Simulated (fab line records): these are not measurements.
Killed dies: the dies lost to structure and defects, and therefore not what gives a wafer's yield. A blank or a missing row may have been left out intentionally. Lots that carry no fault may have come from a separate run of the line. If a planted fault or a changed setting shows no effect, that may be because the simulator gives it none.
fab line records	flow sky130	part 1 of 2: steps 1 to 24 of 35
record: lots: 5	wafers: 15	last_day: 52
route steps=708 shown CAP2M@615 METAL4@621 VIA4@639
lots that met no fault: taken from a fault-free run of the same line
start_h: start of the lot's first displayed wafer, in hours after the record's first day	wait_h: hours since the lot's step before	" as in the row above	L1.1+2: several wafers, shown together as one row	- no value, or no start was given	* or withheld: withheld	< > ~ a bound
route shown NAME@n: names a module that has steps shown in the file, with the first one's number in the route	usual: mean/standard deviation of fault-free wafers	same: alike in all rows	chamber/n: place in a boat	sites: each site's reading	_std_site: standard deviation of those values	_edge_site: the outer-site mean with the inner-site mean subtracted	radius_mm: how far each site lies from the wafer's centre	mask NAME#n: copy n	behind: the tool/chamber that last shaped the wafer	hold: cause of the lot's hold/its duration in hours/its outcome	device: the n, p or np transistor that did not switch	end of line: at the end of the route, the tests of the same wafers	a step with no rows: only its recipe	killed: count of dies lost to structure and defects at first sort (not the wafer's yield)	map: shows each die of a wafer: x if killed, . if not, _ if none is there
set.NAME: setting as actually run; set.NAME@STEP: the setting as run at that earlier step	model.NAME: the simulator's own value behind a step, which no gauge read
lots at selected steps of the route; one table per step, one row per wafer
services: a tool's chamber out of use, with start hour (start_h, from the record's first day; less than 0 if before it), hours out, and reason
== steps ==
step: SKY_CAP2M_OVL_MEAS_12
usual: CAP2M_OVL: 0.3/1.3
lot.wafer	tool	chamber	start_h	wait_h	CAP2M_OVL[nm]
L080.3	overlay-01	-	934.07	0.1	0.5
L080.4	"	-	"	"	2.0
L080.5	"	-	"	"	-0.5
L079.2	overlay-02	-	936.06	0.1	-1.3
L079.3	"	-	"	"	1.4
L079.6	"	-	"	"	-0.1
L084.2	overlay-01	-	958.07	0.1	0.4
L084.4	"	-	"	"	0.5
L084.5	"	-	"	"	-0.2
L086.1	overlay-01	-	974.04	0.1	-1.2
L086.3	"	-	"	"	-0.3
L086.6	"	-	"	"	-0.2
L095.1	overlay-01	-	1154.81	0.1	1.8
L095.5	"	-	"	"	0.0
L095.6	"	-	"	"	-0.6
step: SKY_CAP2M_METAL_ETCH_13
recipe: target_depth_nm: 220	stop_on: SiO2	chemistry: Cl2/BCl3	target: TiN	pressure_mtorr: 10	icp_w: 900	bias_w: 48.5	Cl2_flow_sccm: 60	bcl3_flow_sccm: 30	time_s: 62.9
usual: drypump_motor_current_A: 6.0/0.48	oes_product_au: 0.940/0.0074	throttle_valve_pct: 21.903/0.0096
lot.wafer	tool	chamber	start_h	wait_h	drypump_motor_current_A	oes_product_au	rf_hours_counter_h	throttle_valve_pct
L080.3	rie_metal-02	0	934.12	0.0	6.5	0.929	-	21.893
L080.4	"	1	"	"	6.2	0.954	-	21.892
L080.5	"	0	"	"	6.5	0.940	-	21.915
L079.2	rie_metal-02	0	936.09	0.0	6.5	0.926	11	21.906
L079.3	"	0	"	"	6.5	0.942	-	21.903
L079.6	"	1	"	"	6.1	0.934	-	21.913
L084.2	rie_metal-03	0	958.10	0.0	5.1	0.950	16	21.900
L084.4	"	0	"	"	5.2	0.933	-	21.905
L084.5	"	1	"	"	5.6	0.944	-	21.898
L086.1	rie_metal-02	1	974.07	0.0	6.1	0.934	16	21.911
L086.3	"	1	"	"	6.1	0.938	-	21.904
L086.6	"	0	"	"	6.5	0.942	-	21.900
L095.1	rie_metal-03	0	1154.84	0.0	5.1	0.941	26	21.913
L095.5	"	1	"	"	5.6	0.947	-	21.898
L095.6	"	0	"	"	5.1	0.949	-	21.890
step: SKY_CAP2M_STRIP_14
recipe: chemistry: O2/N2	power_w: 1400	pressure_mtorr: 1500	platen_temp_c: withheld	o2_flow_sccm: 3000	n2_flow_sccm: 300	overash_fraction: 0.5
usual: drypump_motor_current_A: 5.83/0.2	oes_product_au: 0.710/0.0041	strip_time_to_endpoint_s: 12.67/0.047
lot.wafer	tool	chamber	start_h	wait_h	drypump_motor_current_A	oes_product_au	rf_hours_counter_h	strip_time_to_endpoint_s
L080.3	plasma_asher-02	0	934.20	0.1	5.97	0.715	-	12.63
L080.4	"	1	"	"	5.97	0.712	-	12.57
L080.5	"	1	"	"	5.96	0.711	-	12.66
L079.2	plasma_asher-03	1	936.17	0.1	6.17	0.714	112	12.73
L079.3	"	1	"	"	6.16	0.706	-	12.69
L079.6	"	1	"	"	6.14	0.709	-	12.69
L084.2	plasma_asher-02	0	958.18	0.1	5.95	0.709	52	12.64
L084.4	"	0	"	"	5.96	0.712	-	12.64
L084.5	"	1	"	"	5.97	0.707	-	12.61
L086.1	plasma_asher-04	0	974.15	0.1	5.55	0.708	22	12.66
L086.3	"	0	"	"	5.56	0.709	-	12.66
L086.6	"	0	"	"	5.56	0.709	-	12.62
L095.1	plasma_asher-04	1	1154.92	0.1	5.90	0.711	42	12.68
L095.5	"	0	"	"	5.55	0.707	-	12.64
L095.6	"	1	"	"	5.90	0.711	-	12.66
step: SKY_CAP2M_STRIP_15
recipe: chemistry: post_etch_residue_remover	time_s: 1200	temp_c: 72.5
usual: bath_guard_temp_C: 72.5/0.32
lot.wafer	tool	chamber	start_h	wait_h	bath_guard_temp_C
L080.3	wet_bench-02	0	934.27	0.0	72.4
L080.4	"	0	"	"	72.8
L080.5	"	0	"	"	72.6
L079.2	wet_bench-02	3	936.27	0.1	72.5
L079.3	"	3	"	"	72.6
L079.6	"	3	"	"	72.8
L084.2	wet_bench-03	2	958.28	0.1	73.1
L084.4	"	2	"	"	72.8
L084.5	"	2	"	"	72.7
L086.1	wet_bench-03	3	974.25	0.1	72.6
L086.3	"	3	"	"	72.6
L086.6	"	3	"	"	72.5
L095.1	wet_bench-01	2	1155.02	0.1	72.1
L095.5	"	2	"	"	71.8
L095.6	"	2	"	"	72.0
step: SKY_CAP2M_CLEAN_16
recipe: chemistry: IPA	time_s: 180	temp_c: 25
lot.wafer	tool	chamber	start_h	wait_h
L080.3+4+5	wet_bench-01	0	934.64	0.0
L079.2+3+6	wet_bench-01	2	936.64	0.0
L084.2+4+5	wet_bench-02	0	958.62	0.0
L086.1+3+6	wet_bench-02	0	974.59	0.0
L095.1+5+6	wet_bench-03	3	1155.51	0.1
step: SKY_CAP2M_CLEAN_17
recipe: chemistry: O3/DIW	dry: n2_spin
lot.wafer	tool	chamber	start_h	wait_h
L080.3+4+5	wet_bench-02	3	934.71	0.0
L079.2+3+6	wet_bench-03	2	936.71	0.0
L084.2+4+5	wet_bench-03	2	958.73	0.0
L086.1+3+6	wet_bench-03	3	974.65	0.0
L095.1+5+6	wet_bench-02	1	1155.62	0.1
step: SKY_METAL4_DEHYDRATE_05
recipe: temp_c: 200	time_s: 60
usual: exhaust_pa: 45.2/0.96	heater_power_total_W: 160.37/0.13
lot.wafer	tool	chamber	start_h	wait_h	exhaust_pa	heater_power_total_W
L080.3	litho_track-03	0	946.44	11.6	45.6	160.28
L080.4	"	0	"	"	45.2	160.16
L080.5	"	0	"	"	45.2	160.18
L079.2	litho_track-03	0	949.01	12.2	44.0	160.28
L079.3	"	0	"	"	45.8	160.18
L079.6	"	0	"	"	43.3	160.60
L084.2	litho_track-02	0	970.66	11.8	42.5	160.15
L084.4	"	0	"	"	43.7	160.34
L084.5	"	0	"	"	45.1	160.26
L086.1	litho_track-02	0	987.29	12.5	45.5	160.40
L086.3	"	0	"	"	45.9	160.50
L086.6	"	0	"	"	44.8	160.14
L095.1	litho_track-04	0	1163.11	7.4	45.9	160.49
L095.5	"	0	"	"	46.1	160.24
L095.6	"	0	"	"	45.4	160.23
step: SKY_METAL4_HMDS_06
recipe: prime_time_s: 60	prime_temp_c: 120
usual: exhaust_pa: 44.8/0.85	prime_temp_c: 119.99/0.13
lot.wafer	tool	chamber	start_h	wait_h	exhaust_pa	prime_temp_c
L080.3	litho_track-03	0	946.59	0.1	45.3	120.10
L080.4	"	0	"	"	44.2	120.10
L080.5	"	0	"	"	43.7	120.11
L079.2	litho_track-03	0	949.16	0.1	44.4	119.76
L079.3	"	0	"	"	45.6	119.92
L079.6	"	0	"	"	45.4	119.98
L084.2	litho_track-02	0	970.81	0.1	45.5	120.07
L084.4	"	0	"	"	43.5	120.12
L084.5	"	0	"	"	45.3	119.99
L086.1	litho_track-02	0	987.44	0.1	43.7	119.84
L086.3	"	0	"	"	45.5	119.75
L086.6	"	0	"	"	46.1	119.73
L095.1	litho_track-04	0	1163.26	0.1	44.5	120.18
L095.5	"	0	"	"	42.9	119.94
L095.6	"	0	"	"	45.4	120.00
step: SKY_METAL4_COAT_07
recipe: resist: BARC	temp_c: withheld	time_s: withheld	spin_rpm: 3000	resist_thk_nm: 60
usual: dispense_pressure_kPa: 46/3.4	exhaust_pa: 45.0/0.95
lot.wafer	tool	chamber	start_h	wait_h	dispense_pressure_kPa	exhaust_pa
L080.3	litho_track-03	0	946.74	0.1	51	44.8
L080.4	"	0	"	"	51	44.5
L080.5	"	0	"	"	51	44.9
L079.2	litho_track-03	0	949.31	0.1	51	45.7
L079.3	"	0	"	"	51	45.6
L079.6	"	0	"	"	51	45.8
L084.2	litho_track-02	0	970.96	0.1	44	42.8
L084.4	"	0	"	"	44	44.2
L084.5	"	0	"	"	44	43.7
L086.1	litho_track-02	0	987.59	0.1	44	43.2
L086.3	"	0	"	"	44	44.8
L086.6	"	0	"	"	44	43.7
L095.1	litho_track-04	0	1163.41	0.1	44	45.2
L095.5	"	0	"	"	44	45.9
L095.6	"	0	"	"	44	46.5
step: SKY_METAL4_COAT_08
recipe: resist: KrF-thick	spin_rpm: 3000	resist_thk_nm: 1140
usual: dispense_pressure_kPa: 46/3.4	exhaust_pa: 45.0/0.94
lot.wafer	tool	chamber	start_h	wait_h	dispense_pressure_kPa	exhaust_pa
L080.3	litho_track-03	0	-	-	51	46.6
L080.4	"	0	"	"	51	46.3
L080.5	"	0	"	"	51	45.0
L079.2	litho_track-03	0	-	-	51	44.0
L079.3	"	0	"	"	51	44.3
L079.6	"	0	"	"	51	45.9
L084.2	litho_track-02	0	-	-	44	43.6
L084.4	"	0	"	"	44	44.3
L084.5	"	0	"	"	44	44.3
L086.1	litho_track-02	0	-	-	44	46.2
L086.3	"	0	"	"	44	44.9
L086.6	"	0	"	"	44	44.5
L095.1	litho_track-04	0	-	-	44	43.5
L095.5	"	0	"	"	44	43.4
L095.6	"	0	"	"	44	44.4
step: SKY_METAL4_SOFTBAKE_09
recipe: temp_c: 100	time_s: 90	resist: KrF-thick
usual: exhaust_pa: 45.0/0.81	heater_power_total_W: 57.37/0.12
lot.wafer	tool	chamber	start_h	wait_h	exhaust_pa	heater_power_total_W
L080.3	litho_track-03	0	-	-	45.2	57.52
L080.4	"	0	"	"	44.4	57.52
L080.5	"	0	"	"	45.9	57.44
L079.2	litho_track-03	0	-	-	44.4	57.41
L079.3	"	0	"	"	46.0	57.52
L079.6	"	0	"	"	44.7	57.47
L084.2	litho_track-02	0	-	-	44.0	57.12
L084.4	"	0	"	"	44.4	57.42
L084.5	"	0	"	"	44.5	57.46
L086.1	litho_track-02	0	-	-	45.7	57.28
L086.3	"	0	"	"	45.6	57.56
L086.6	"	0	"	"	45.1	57.26
L095.1	litho_track-04	0	-	-	44.8	57.53
L095.5	"	0	"	"	44.6	57.23
L095.6	"	0	"	"	45.4	57.38
step: SKY_METAL4_EXPOSE_10
recipe: mask_id: MM4	na: 0.68	source_shape: annular	sigma_inner: 0.4	sigma_outer: 0.8	target_cd_nm: 300	dose_mj: 28
lot.wafer	tool	chamber	start_h	wait_h	mask
L080.3+4+5	krf_scanner-02	0	-	-	MM4#0
L079.2+3+6	krf_scanner-01	0	-	-	MM4#0
L084.2+4+5	krf_scanner-02	0	-	-	MM4#0
L086.1+3+6	krf_scanner-02	0	-	-	MM4#0
L095.1+5+6	krf_scanner-01	0	-	-	MM4#0
step: SKY_METAL4_PEB_11
recipe: peb_temp_c: withheld	peb_time_s: withheld	resist: KrF-thick
usual: exhaust_pa: 45.0/0.98
lot.wafer	tool	chamber	start_h	wait_h	exhaust_pa
L080.3	litho_track-02	0	-	-	45.9
L080.4	"	0	"	"	44.9
L080.5	"	0	"	"	46.1
L079.2	litho_track-02	0	-	-	45.3
L079.3	"	0	"	"	45.3
L079.6	"	0	"	"	45.1
L084.2	litho_track-02	0	-	-	44.7
L084.4	"	0	"	"	43.8
L084.5	"	0	"	"	44.6
L086.1	litho_track-03	0	-	-	43.4
L086.3	"	0	"	"	44.9
L086.6	"	0	"	"	44.1
L095.1	litho_track-03	0	-	-	44.8
L095.5	"	0	"	"	45.2
L095.6	"	0	"	"	45.4
step: SKY_METAL4_DEVELOP_12
recipe: develop_time_s: 60	resist: KrF-thick	dev_temp_c: 21
usual: exhaust_pa: 44.9/0.89
lot.wafer	tool	chamber	start_h	wait_h	exhaust_pa
L080.3	litho_track-02	0	-	-	43.3
L080.4	"	0	"	"	44.3
L080.5	"	0	"	"	45.0
L079.2	litho_track-02	0	-	-	44.4
L079.3	"	0	"	"	44.1
L079.6	"	0	"	"	43.2
L084.2	litho_track-02	0	-	-	44.4
L084.4	"	0	"	"	43.6
L084.5	"	0	"	"	44.8
L086.1	litho_track-03	0	-	-	44.9
L086.3	"	0	"	"	44.7
L086.6	"	0	"	"	44.6
L095.1	litho_track-03	0	-	-	44.3
L095.5	"	0	"	"	43.9
L095.6	"	0	"	"	46.1
step: SKY_METAL4_CD_MEAS_13
recipe: target_cd_nm: 300
usual: cd_nm: 299.9/1.3
lot.wafer	tool	chamber	start_h	wait_h	cd_nm
L080.3	cd_sem-02	-	959.73	-	301.8
L080.4	"	-	"	"	301.7
L080.5	"	-	"	"	301.4
L079.2	cd_sem-02	-	961.81	-	300.6
L079.3	"	-	"	"	299.9
L079.6	"	-	"	"	300.7
L084.2	cd_sem-02	-	984.71	-	298.9
L084.4	"	-	"	"	298.6
L084.5	"	-	"	"	300.8
L086.1	cd_sem-02	-	1000.09	-	300.7
L086.3	"	-	"	"	298.8
L086.6	"	-	"	"	300.0
L095.1	cd_sem-01	-	1172.49	-	300.4
L095.5	"	-	"	"	300.3
L095.6	"	-	"	"	301.1
step: SKY_METAL4_OVL_MEAS_14
usual: METAL4_OVL: -2/5.4
lot.wafer	tool	chamber	start_h	wait_h	METAL4_OVL[nm]
L080.3	overlay-02	-	959.82	0.1	-3
L080.4	"	-	"	"	4
L080.5	"	-	"	"	1
L079.2	overlay-01	-	961.91	0.1	-13
L079.3	"	-	"	"	-15
L079.6	"	-	"	"	-3
L084.2	overlay-02	-	984.81	0.1	-1
L084.4	"	-	"	"	-1
L084.5	"	-	"	"	5
L086.1	overlay-02	-	1000.21	0.1	3
L086.3	"	-	"	"	0
L086.6	"	-	"	"	1
L095.1	overlay-01	-	1172.61	0.1	5
L095.5	"	-	"	"	1
L095.6	"	-	"	"	9
step: SKY_METAL4_DESCUM_15
recipe: chemistry: O2	source_power_w: 150	bias_power_w: 0	pressure_mtorr: 10	temp_c: 40	time_s: 8
usual: drypump_motor_current_A: 5.5/0.32	oes_product_au: 0.993/0.0092
lot.wafer	tool	chamber	start_h	wait_h	drypump_motor_current_A	oes_product_au	rf_hours_counter_h
L080.3	rie_metal-03	0	959.85	0.0	5.1	0.988	-
L080.4	"	1	"	"	5.6	0.994	-
L080.5	"	0	"	"	5.1	0.994	-
L079.2	rie_metal-03	1	961.94	0.0	5.7	0.992	6
L079.3	"	0	"	"	5.1	0.992	-
L079.6	"	0	"	"	5.1	0.992	-
L084.2	rie_metal-01	0	984.84	0.0	5.7	0.985	18
L084.4	"	0	"	"	5.6	0.984	-
L084.5	"	1	"	"	5.3	0.996	-
L086.1	rie_metal-03	0	1000.24	0.0	5.1	1.001	17
L086.3	"	1	"	"	5.6	0.991	-
L086.6	"	1	"	"	5.6	0.997	-
L095.1	rie_metal-01	0	1172.65	0.0	5.7	0.993	4
L095.5	"	0	"	"	5.7	0.992	-
L095.6	"	1	"	"	5.3	0.975	-
step: SKY_METAL4_ETCH_16
recipe: chemistry: N2/H2	target: BARC	ion_energy_ev: 200	bias_w: 100	pressure_mtorr: 30	n2_flow_sccm: 100	h2_flow_sccm: 200	icp_w: 500	stop_on: SiO2	time_s: 88.2	target_depth_a: 600
usual: drypump_motor_current_A: 5.5/0.32	oes_product_au: 0.625/0.0046	throttle_valve_pct: 13.204/0.0087
lot.wafer	tool	chamber	start_h	wait_h	drypump_motor_current_A	oes_product_au	rf_hours_counter_h	throttle_valve_pct
L080.3	rie_metal-03	0	959.91	0.0	5.1	0.633	-	13.202
L080.4	"	1	"	"	5.6	0.626	-	13.205
L080.5	"	0	"	"	5.1	0.627	-	13.221
L079.2	rie_metal-03	1	961.97	0.0	5.6	0.624	6	13.193
L079.3	"	0	"	"	5.1	0.629	-	13.208
L079.6	"	0	"	"	5.1	0.618	-	13.204
L084.2	rie_metal-01	0	984.87	0.0	5.7	0.624	18	13.204
L084.4	"	0	"	"	5.7	0.629	-	13.202
L084.5	"	1	"	"	5.3	0.631	-	13.209
L086.1	rie_metal-03	0	1000.28	0.0	5.1	0.629	17	13.219
L086.3	"	1	"	"	5.6	0.625	-	13.184
L086.6	"	1	"	"	5.6	0.631	-	13.197
L095.1	rie_metal-01	0	1172.68	0.0	5.7	0.626	4	13.198
L095.5	"	0	"	"	5.7	0.619	-	13.215
L095.6	"	1	"	"	5.3	0.625	-	13.199
step: SKY_METAL4_ETCH_17
recipe: target: SiO2	stop_on: TiN	chemistry: C4F8/O2/Ar	source_w: 1500	bias_w: 1200	pressure_mtorr: 40	c4f8_flow_sccm: withheld	O2_flow_sccm: 6	Ar_flow_sccm: 300	time_s: 3.9	target_depth_a: 150
usual: oes_product_au: 0.753/0.0072
lot.wafer	tool	chamber	start_h	wait_h	oes_product_au	rf_hours_counter_h
L080.3	rie_diel-04	0	959.97	0.0	0.751	10
L080.4	"	1	"	"	0.755	1
L080.5	"	3	"	"	0.748	-
L079.2	rie_diel-01	3	962.07	0.1	0.746	18
L079.3	"	0	"	"	0.739	1
L079.6	"	1	"	"	0.756	-
L084.2	rie_diel-04	0	984.97	0.1	0.755	10
L084.4	"	3	"	"	0.760	19
L084.5	"	1	"	"	0.754	-
L086.1	rie_diel-04	0	1000.37	0.1	0.756	11
L086.3	"	1	"	"	0.754	2
L086.6	"	1	"	"	0.753	-
L095.1	rie_diel-04	0	1172.78	0.1	0.754	15
L095.5	"	3	"	"	0.759	-
L095.6	"	0	"	"	0.765	-
step: SKY_METAL4_METAL_ETCH_18
recipe: target_depth_a: 8450	stop_on: SiO2	over_etch_frac: 0.3	time_s: 183.1	chemistry: Cl2/BCl3	resist_sidewall_deg: 88	pressure_mtorr: 10	icp_w: 900	bias_w: 48.5	Cl2_flow_sccm: 60	bcl3_flow_sccm: 30
usual: drypump_motor_current_A: 5.6/0.41	oes_product_au: 0.865/0.0056	throttle_valve_pct: 22.264/0.0094
lot.wafer	tool	chamber	start_h	wait_h	drypump_motor_current_A	oes_product_au	rf_hours_counter_h	throttle_valve_pct
L080.3	rie_metal-01	1	960.05	0.1	5.3	0.866	-	22.249
L080.4	"	0	"	"	5.7	0.867	-	22.259
L080.5	"	0	"	"	5.7	0.858	-	22.267
L079.2	rie_metal-04	0	962.09	0.0	6.4	0.861	13	22.262
L079.3	"	1	"	"	5.6	0.858	-	22.264
L079.6	"	0	"	"	6.4	0.860	-	22.243
L084.2	rie_metal-03	1	984.99	0.0	5.6	0.880	6	22.270
L084.4	"	0	"	"	5.1	0.868	-	22.259
L084.5	"	0	"	"	5.1	0.878	-	22.259
L086.1	rie_metal-04	1	1000.39	0.0	5.7	0.869	16	22.267
L086.3	"	0	"	"	6.4	0.861	-	22.259
L086.6	"	0	"	"	6.4	0.864	-	22.259
L095.1	rie_metal-04	0	1172.80	0.0	6.4	0.866	26	22.261
L095.5	"	0	"	"	6.5	0.871	-	22.269
L095.6	"	1	"	"	5.6	0.868	-	22.253
step: SKY_METAL4_STRIP_19
recipe: chemistry: O2/N2	power_w: 1400	pressure_mtorr: 1500	platen_temp_c: withheld	o2_flow_sccm: 3000	n2_flow_sccm: 300	overash_fraction: 0.5
usual: drypump_motor_current_A: 5.7/0.32	oes_product_au: 0.505/0.0064	strip_time_to_endpoint_s: 6.58/0.083
lot.wafer	tool	chamber	start_h	wait_h	drypump_motor_current_A	oes_product_au	rf_hours_counter_h	strip_time_to_endpoint_s
L080.3	plasma_asher-04	1	960.20	0.1	5.9	0.506	-	6.58
L080.4	"	0	"	"	5.6	0.509	-	6.69
L080.5	"	0	"	"	5.6	0.515	-	6.67
L079.2	plasma_asher-03	0	962.27	0.1	5.8	0.504	114	6.62
L079.3	"	0	"	"	5.8	0.495	-	6.41
L079.6	"	0	"	"	5.8	0.504	-	6.61
L084.2	plasma_asher-01	1	985.17	0.1	6.1	0.516	81	6.58
L084.4	"	1	"	"	6.0	0.510	-	6.68
L084.5	"	0	"	"	5.2	0.510	-	6.67
L086.1	plasma_asher-01	0	1000.57	0.1	5.2	0.500	82	6.53
L086.3	"	0	"	"	5.3	0.516	-	6.76
L086.6	"	0	"	"	5.2	0.510	-	6.65
L095.1	plasma_asher-03	1	1172.97	0.1	6.2	0.502	7	6.75
L095.5	"	1	"	"	6.2	0.513	-	6.65
L095.6	"	0	"	"	5.8	0.500	-	6.49
step: SKY_METAL4_STRIP_20
recipe: chemistry: post_etch_residue_remover	time_s: 1200	temp_c: 72.5
usual: bath_guard_temp_C: 72.7/0.5
lot.wafer	tool	chamber	start_h	wait_h	bath_guard_temp_C
L080.3	wet_bench-01	3	960.27	0.0	72.1
L080.4	"	3	"	"	72.0
L080.5	"	3	"	"	72.2
L079.2	wet_bench-03	3	962.37	0.1	72.7
L079.3	"	3	"	"	72.6
L079.6	"	3	"	"	72.5
L084.2	wet_bench-03	3	985.27	0.1	73.0
L084.4	"	3	"	"	72.7
L084.5	"	3	"	"	72.5
L086.1	wet_bench-01	0	1000.67	0.1	72.7
L086.3	"	0	"	"	72.4
L086.6	"	0	"	"	72.5
L095.1	wet_bench-04	3	1173.09	0.1	72.6
L095.5	"	3	"	"	72.6
L095.6	"	3	"	"	72.6
step: SKY_METAL4_CLEAN_21
recipe: chemistry: IPA	time_s: 180	temp_c: 25
lot.wafer	tool	chamber	start_h	wait_h
L080.3+4+5	wet_bench-01	3	960.63	0.0
L079.2+3+6	wet_bench-01	2	962.71	0.0
L084.2+4+5	wet_bench-04	3	985.61	0.0
L086.1+3+6	wet_bench-04	1	1001.35	0.0
L095.1+5+6	wet_bench-04	0	1173.78	0.0
step: SKY_METAL4_CLEAN_22
recipe: chemistry: O3/DIW	dry: n2_spin
lot.wafer	tool	chamber	start_h	wait_h
L080.3+4+5	wet_bench-01	0	960.69	0.0
L079.2+3+6	wet_bench-04	2	962.77	0.0
L084.2+4+5	wet_bench-01	1	985.67	0.0
L086.1+3+6	wet_bench-03	0	1001.41	0.0
L095.1+5+6	wet_bench-04	2	1173.89	0.0
